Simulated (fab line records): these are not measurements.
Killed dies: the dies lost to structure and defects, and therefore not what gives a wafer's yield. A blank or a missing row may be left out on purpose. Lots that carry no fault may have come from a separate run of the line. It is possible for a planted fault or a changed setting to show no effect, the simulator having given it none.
A struck lot beside a sound one | flow gf180mcu | 43 out of 602 route steps
Sound: these wafers, L649.1, L649.2, L649.3. Struck: wafer L639.2 (L639.1, L639.6, from the same lot, were not struck and are left out); the cause is given at the end.
Order at every step that has rows: each side's tool, ch and its chambers, its first start. Under that, the readings that differ: sound wafers | struck wafers | difference of the means | sigmas: that difference in standard deviations of wafers without a fault.
alike: readings with means less than 2 such deviations apart, plus words and numbers identical on both sides. not compared: withheld readings, readings lacking a value on some wafer, bounds such as >300 that could conceal the same value, and numbers that have no deviation in the record and whose values overlap.
The two part at a step that has a row with sigmas, a row that says differs or no value, or rows on one side only. Non-overlapping numbers with no deviation appear without sigmas and do not part them. Lack of a reading on every wafer of one side parts them only where that side has two or more wafers.

first, 8 steps without rows for these wafers: GF_CONTACT_DEHYDRATE_06 (time 60 s); GF_CONTACT_HMDS_07 (prime time 60 s); GF_CONTACT_COAT_08; GF_CONTACT_COAT_09 (resist thk 1000 nm); GF_CONTACT_SOFTBAKE_10 (time 60 s); GF_CONTACT_EXPOSE_11 (exposes mask Contact, target cd 220 nm); GF_CONTACT_PEB_12 (peb time 86.53 s); GF_CONTACT_DEVELOP_13 (develop time 60 s).
GF_CONTACT_CD_MEAS_14: target cd 220 nm.
  struck on cdSem-01, day 18 19:55; sound on cdSem-01, day 22 15:34
  alike: cdNm
GF_CONTACT_OVL_MEAS_15:
  struck on overlay-02, day 18 20:02; sound on overlay-01, day 22 15:41
  alike: CONTACT_OVL
GF_CONTACT_ETCH_16: etches BARC in N2/H2.
  sound on rieDiel-03 ch 0,1,3, day 22 15:44; struck on rieDiel-01 ch 1, day 18 20:05
  alike: drypumpMotorCurrentA, oesProductAu, throttleValvePct
then, 1 step without rows for these wafers: GF_CONTACT_ETCH_17 (etches SiO2 in C4F8/O2/Ar, stops on CoSi2, target depth 860 nm).
GF_CONTACT_STRIP_18: strips in O2/N2.
  sound on plasmaAsher-02 ch 0,1, day 22 15:53; struck on plasmaAsher-04 ch 0, day 18 20:14
reading          | sound       | struck | difference | sigmas
heaterPowerW (W) | 349 480 485 | 275    | -163       | -2
  alike: drypumpMotorCurrentA, o2FlowSccm, oesProductAu
  not compared: rfHoursCounterH
then, 6 steps without rows for these wafers: GF_CONTACT_CLEAN_19 (cleans in SPM); GF_CONTACT_CLEAN_20 (cleans in DIW); GF_CONTACT_CLEAN_21 (cleans in dHF, time 20 s); GF_CONTACT_SPUTTER_22 (material Ti, target thk 15 nm, time 80.02 s); GF_CONTACT_SPUTTER_23 (material TiN, target thk 10 nm, time 40 s); GF_CONTACT_CVD_24 (deposits W, target thk 300 nm, time 90.339 s).
GF_CONTACT_RS_MEAS_25: uses a four-point probe to measure.
  struck on filmMetro-01, day 18 20:44; sound on filmMetro-03, day 22 16:24
  alike: CONTACT_W_RS
GF_CONTACT_THK_MEAS_26: measures by xrf.
  struck on filmMetro-01, day 18 20:52; sound on filmMetro-03, day 22 16:31
  alike: CONTACT_W_THK
GF_CONTACT_CMP_27: polishes, stops on SiO2, t overpolish 15 s, target thk 0 nm.
  sound on cmp-01 ch 0,1,3, day 22 16:35; struck on cmp-01 ch 0, day 18 21:01
reading             | sound    | struck | difference | sigmas
timeToEndpointS (s) | 69 72 72 | 79     | +8         | +3
  alike: motorCurrentA, overpolishRunS, slurryFilterDpKPa
then, 2 steps without rows for these wafers: GF_M1_SPUTTER_00 (material Ti, target thk 37.5 nm, time 150 s); GF_M1_SPUTTER_01 (material TiN, target thk 30 nm, time 25 s).
GF_M1_SPUTTER_02: material AlCu, target thk 450 nm, time 23.9 s.
  struck on pvdSputter-02, day 18 21:21; sound on pvdSputter-01, day 22 17:01
  alike: throttleValvePct
then, 1 step without rows for these wafers: GF_M1_SPUTTER_03 (material Ti, target thk 10 nm, time 6.7 s).
GF_M1_SPUTTER_04: material TiN, target thk 50 nm, time 41.7 s.
  struck on pvdSputter-02, day 18 21:24; sound on pvdSputter-01, day 22 17:04
  alike: throttleValvePct
GF_M1_RS_MEAS_05: uses a four-point probe to measure.
  struck on filmMetro-03, day 18 21:26; sound on filmMetro-02, day 22 17:06
reading             | sound                | struck | difference | sigmas
M1_ALCU_RS (ohm/sq) | 0.0718 0.0712 0.0717 | 0.0685 | -0.0031    | -4
GF_M1_THK_MEAS_06: measures by xrf.
  struck on filmMetro-03, day 18 21:34; sound on filmMetro-02, day 22 17:13
reading          | sound       | struck | difference | sigmas
M1_ALCU_THK (nm) | 432 438 432 | 457    | +23        | +4
then, 7 steps without rows for these wafers: GF_M1_DEHYDRATE_07 (time 60 s); GF_M1_HMDS_08 (prime time 60 s); GF_M1_COAT_09 (resist thk 1000 nm); GF_M1_SOFTBAKE_10 (time 60 s); GF_M1_EXPOSE_11 (exposes mask Metal1, target cd 230 nm); GF_M1_PEB_12 (peb time 90 s); GF_M1_DEVELOP_13 (develop time 60 s).
GF_M1_CD_MEAS_14: target cd 230 nm.
  struck on cdSem-02, day 19 21:41; sound on cdSem-02, day 23 15:07
  alike: cdNm
GF_M1_OVL_MEAS_15:
  struck on overlay-02, day 19 21:48; sound on overlay-02, day 23 15:14
  alike: M1_OVL
GF_M1_METAL_ETCH_16: etches the open film in Cl2/BCl3, stops on SiO2, target depth 627.5 nm, time 104.6 s.
  sound on rieMetal-03 ch 0,1, day 23 15:17; struck on rieMetal-03 ch 0, day 19 21:50
reading             | sound             | struck | difference | sigmas
oesProductAu (a.u.) | 0.953 0.964 0.955 | 0.981  | +0.024     | +3
  alike: drypumpMotorCurrentA, throttleValvePct
  not compared: rfHoursCounterH
then, 3 steps without rows for these wafers: GF_M1_STRIP_17 (strips in O2/N2); GF_M1_STRIP_18 (strips in post etch residue remover, time 1200 s); GF_M1_CLEAN_19 (cleans in DIW).
-- the record jumps here: 11 days lie between the struck wafers' starts before and after (it left off in module M1 and takes up again in module PASSIVATION, whose first step shown is number 602 of the route) --
GF_PASSIVATION_PROBE_99:
  the record has rows for the struck wafers here (prober-02, day 31 07:41) and none for the sound ones

== WHERE THEY PART ==
First at GF_CONTACT_STRIP_18; last, within this record, at GF_PASSIVATION_PROBE_99.

WHY: what had been put in by the simulator
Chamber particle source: plasmaAsher-04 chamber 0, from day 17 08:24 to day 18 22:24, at GF_CONTACT_STRIP_18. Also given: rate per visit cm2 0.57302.
